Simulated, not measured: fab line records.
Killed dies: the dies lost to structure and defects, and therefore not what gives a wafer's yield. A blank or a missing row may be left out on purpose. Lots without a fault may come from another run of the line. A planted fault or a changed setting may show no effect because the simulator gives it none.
A struck lot beside a sound one | flow sky130 | 43 steps out of a route of 708
Sound: the wafers L933.1, L933.2, L933.3. Wafers struck: L941.3, L941.5, L941.6. The cause comes at the end.
Each step with rows lists, per side, the tool, then ch with its chambers, then its first start. Under that, the readings that differ: sound wafers | struck wafers | difference of the means | sigmas: that difference in standard deviations of wafers without a fault.
alike: a reading whose means differ by less than 2 such deviations, as well as words and numbers matching on both sides. not compared: withheld readings; readings where some wafer has no value; bounds like >300 that might hide an equal value; numbers whose values overlap and for which the record gives no deviation.
A row with sigmas, a row that says differs or no value, or rows on one side alone: a step with any of these is where the two part. Non-overlapping numbers with no deviation appear without sigmas and do not part them. Lack of a reading on every wafer of one side parts them only where that side has two or more wafers.

first, 8 steps without rows for these wafers: SKY_VIA2_DEHYDRATE_04 (time 60 s); SKY_VIA2_HMDS_05 (prime time 60 s); SKY_VIA2_COAT_06 (resist thk 60 nm); SKY_VIA2_COAT_07 (resist thk 450 nm); SKY_VIA2_SOFTBAKE_08 (time 90 s); SKY_VIA2_EXPOSE_09 (exposes mask VIM2, target cd 200 nm); SKY_VIA2_PEB_10; SKY_VIA2_DEVELOP_11 (develop time 60 s).
SKY_VIA2_CD_MEAS_12: target cd 200 nm.
  sound on cd sem-01 at day 38 12:05; struck on cd sem-02 at day 40 11:38
  reading    | sound             | struck            | difference | sigmas
  cd nm (nm) | 199.4 198.2 197.3 | 200.1 201.2 202.9 | +3.1       | +2
SKY_VIA2_OVL_MEAS_13:
  sound on overlay-01 at day 38 12:13; struck on overlay-02 at day 40 11:43
  alike: VIA2_OVL
then, 1 step without rows for these wafers: SKY_VIA2_ETCH_14 (etches BARC in N2/H2, stops on SiO2, time 45.9 s, target depth 60 nm).
SKY_VIA2_ETCH_15: etches SiO2 in C4F8/O2/Ar, stops on TiN, target depth 546 nm, time 84 s.
  sound on rie diel-04 ch 0,1,2, day 38 12:17; struck on rie diel-04 ch 0,2, day 40 11:47
  alike: oes product au
  not compared: rf hours counter h
SKY_VIA2_STRIP_16: strips in O2/N2.
  sound on plasma asher-04 ch 0,1, day 38 12:21; struck on plasma asher-04 ch 0,1, day 40 11:53
  alike: drypump motor current A, oes product au, strip time to endpoint s
  not compared: rf hours counter h
then, 5 steps without rows for these wafers: SKY_VIA2_STRIP_17 (strips in post etch residue remover, time 1200 s); SKY_VIA2_CLEAN_18 (cleans in IPA, time 180 s); SKY_VIA2_CLEAN_19 (cleans in O3/DIW); SKY_VIA2_SPUTTER_20 (material TiN, target thk 20 nm, time 80 s); SKY_VIA2_CVD_21 (deposits W, target thk 420 nm, time 126.4 s).
SKY_VIA2_RS_MEAS_22: measures by four-point-probe.
  sound on film metro-03 at day 38 13:08; struck on film metro-03 at day 40 12:40
  alike: VIA2_W_RS
SKY_VIA2_THK_MEAS_23: measures by xrf.
  sound on film metro-03 at day 38 13:16; struck on film metro-03 at day 40 12:46
  alike: VIA2_W_THK
then, 1 step without rows for these wafers: SKY_VIA2_CMP_24 (polishes, stops on SiO2, t overpolish 20 s, target thk 0 nm).
SKY_METAL3_SPUTTER_00: material Ti, target thk 15 nm, time 10 s.
  sound on pvd sputter-01 at day 38 13:37; struck on pvd sputter-04 at day 40 13:19
  alike: throttle valve pct
then, 1 step without rows for these wafers: SKY_METAL3_SPUTTER_01 (material TiN, target thk 20 nm, time 16.7 s).
SKY_METAL3_SPUTTER_02: material AlCu, target thk 735 nm, time 39.1 s.
  sound on pvd sputter-01 at day 38 13:40; struck on pvd sputter-04 at day 40 13:21
  alike: throttle valve pct
SKY_METAL3_SPUTTER_03: material Ti, target thk 5 nm, time 3.3 s.
  sound on pvd sputter-01 at day 38 13:42; struck on pvd sputter-04 at day 40 13:23
  alike: throttle valve pct
then, 2 steps without rows for these wafers: SKY_METAL3_SPUTTER_04 (material TiN, target thk 70 nm, time 58.3 s); SKY_CAPM_CVD_00 (deposits SiO2, target thk 15.5 nm).
SKY_CAPM_THK_MEAS_01:
  sound on film metro-01 at day 38 13:47; struck on film metro-03 at day 40 13:30
  alike: CAPM_CVD_00_THK
then, 1 step without rows for these wafers: SKY_CAPM_SPUTTER_02 (material TiN, target thk 200 nm, time 166.7 s).
SKY_CAPM_RS_MEAS_03: measures by four-point-probe.
  sound on film metro-03 at day 38 13:58; struck on film metro-02 at day 40 13:41
  alike: CAPM_TIN_RS
SKY_CAPM_THK_MEAS_04: measures by xrf.
  sound on film metro-03 at day 38 14:05; struck on film metro-02 at day 40 13:47
  alike: CAPM_TIN_THK
then, 7 steps without rows for these wafers: SKY_CAPM_DEHYDRATE_05 (time 60 s); SKY_CAPM_HMDS_06 (prime time 60 s); SKY_CAPM_COAT_07 (resist thk 1140 nm); SKY_CAPM_SOFTBAKE_08 (time 60 s); SKY_CAPM_EXPOSE_09 (exposes mask CAPM, target cd 1000 nm); SKY_CAPM_PEB_10; SKY_CAPM_DEVELOP_11 (develop time 60 s).
SKY_CAPM_OVL_MEAS_12:
  sound on overlay-01 at day 39 14:10; struck on overlay-01 at day 41 12:20
  alike: CAPM_OVL
then, 1 step without rows for these wafers: SKY_CAPM_METAL_ETCH_13 (etches TiN in Cl2/BCl3, stops on SiO2, target depth 220 nm, time 62.9 s).
SKY_CAPM_STRIP_14: strips in O2/N2.
  sound on plasma asher-01 ch 0,1, day 39 14:17; struck on plasma asher-02 ch 0,1, day 41 12:28
  alike: drypump motor current A, oes product au, strip time to endpoint s
  not compared: rf hours counter h
then, 1 step without rows for these wafers: SKY_CAPM_STRIP_15 (strips in post etch residue remover, time 1200 s).
-- the record jumps here: 7 days lie between the struck wafers' starts before and after (it left off in module CAPM and takes up again in module PAD_OPEN, whose first step shown is number 708 of the route) --
SKY_PAD_OPEN_PROBE_99:
  sound on prober-01 at day 47 09:49; struck on prober-02 at day 49 00:05
  reading                               | sound             | struck            | difference | sigmas
  killed_at_M0_to_M3                    | 48 43 54          | 65 57 66          | +14        | +2
  model.etest.tester.sort n pass        | 404 410 397       | 391 396 387       | -12        |
  model.etest.tester.sort yield pct (%) | 82.11 83.33 80.69 | 79.47 80.49 78.66 | -2.50      |
  alike: defect limited yield, killed_at_M4_up, killed at contacts, killed at front end, killed at other, killed dies, killed open, killed short, sort_bin_3_pad_short, sort_bin_5_function, sort_bin_6_memory, sort n pass, sort yield pct
  not compared: model.etest.tester.sort_bin_5_pct, model.etest.tester.sort_bin_3_pct

WHERE THEY PART
Earliest at SKY_VIA2_CD_MEAS_12; latest, in this record, at SKY_PAD_OPEN_PROBE_99.

WHY: what had been put in by the simulator
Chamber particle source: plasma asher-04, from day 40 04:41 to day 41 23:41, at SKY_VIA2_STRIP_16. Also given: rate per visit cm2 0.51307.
